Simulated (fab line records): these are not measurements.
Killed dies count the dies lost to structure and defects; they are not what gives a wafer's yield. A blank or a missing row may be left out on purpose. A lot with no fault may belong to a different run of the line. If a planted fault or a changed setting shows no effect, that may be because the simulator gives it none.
Which tool did it? | flow gf180mcu | Sampling: 10 lots, 30 wafers, 2 of 602 route steps

## WHAT EACH GAUGE READ, for each wafer
GF_STI_CD_MEAS_12 targets a cd of 220 nm.
lot  | measured    | on        | cd_nm (nm)
L582 | day 2 00:43 | cd_sem-01 | 220.2 219.0 220.5
L583 | day 2 07:41 | cd_sem-02 | 218.2 218.2 219.2
L584 | day 2 12:25 | cd_sem-02 | 221.4 219.4 220.4
L585 | day 2 16:35 | cd_sem-02 | 219.7 219.8 219.9
L586 | day 2 21:39 | cd_sem-01 | 220.7 220.6 218.6
L587 | day 3 04:49 | cd_sem-02 | 220.7 220.6 219.7
L588 | day 3 08:41 | cd_sem-02 | 218.8 219.4 219.0
L589 | day 3 14:09 | cd_sem-02 | 219.6 220.2 221.6
L594 | day 4 19:09 | cd_sem-01 | 210.8 217.2 211.6 210.9 216.8 212.0
L595 | day 4 23:16 | cd_sem-01 | 220.0 219.0 220.0

## TOOL THAT RAN EACH LOT (tool first, then ch and the chambers of the sampled wafers, then the start)
lot  | GF_STI_EXPOSE_09
L582 | krf_scanner-02 ch 0, day 1 19:24
L583 | krf_scanner-01 ch 0, day 2 01:42
L584 | krf_scanner-01 ch 0, day 2 06:24
L585 | krf_scanner-02 ch 0, day 2 10:41
L586 | krf_scanner-01 ch 0, day 2 15:46
L587 | krf_scanner-01 ch 0, day 2 22:42
L588 | krf_scanner-01 ch 0, day 3 02:22
L589 | krf_scanner-02 ch 0, day 3 07:55
L594 | krf_scanner-01 ch 0, day 4 12:51
L595 | krf_scanner-02 ch 0, day 4 17:06
- GF_STI_EXPOSE_09: exposes mask COMP, target cd 220 nm.

## THE ANSWER, worked out from the rows above alone
Rule: the lots themselves supply what counts as usual. Put in order of their means at a reading, lots are off if they are a third of the lots or fewer, leave a main group of 4 or more, and stand apart from it by a gap of 3 or more times the standard deviation of the main group's means; of several such gaps the widest counts. If all means in a main group match to the digits the tables above print for the reading, that group is not used. A lot without any number at a reading at which 4 lots or more have one is off too. Where the step has rows for the other lots, those lots are counted as sound.
Off: L594 (GF_STI_CD_MEAS_12, cd_nm). The main group: mean 219.8 nm, standard deviation 0.6.
A tool fits if, at a process step before that reading, it ran every lot that is off, and no sound lot after the first of them. The gauges at GF_STI_CD_MEAS_12 are tried like those tools. One fits: GF_STI_EXPOSE_09 on krf_scanner-01. A fault onset in the window from L588 (day 3 02:22, its last sound lot) to L594 (day 4 12:51, its first lot off) fits.

## WHAT THE SIMULATOR HAD PUT IN
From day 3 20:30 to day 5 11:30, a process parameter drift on krf_scanner-01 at GF_STI_EXPOSE_09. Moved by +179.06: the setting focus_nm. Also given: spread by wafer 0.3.
Struck lots among those shown: L594. Same finding as the rule above.
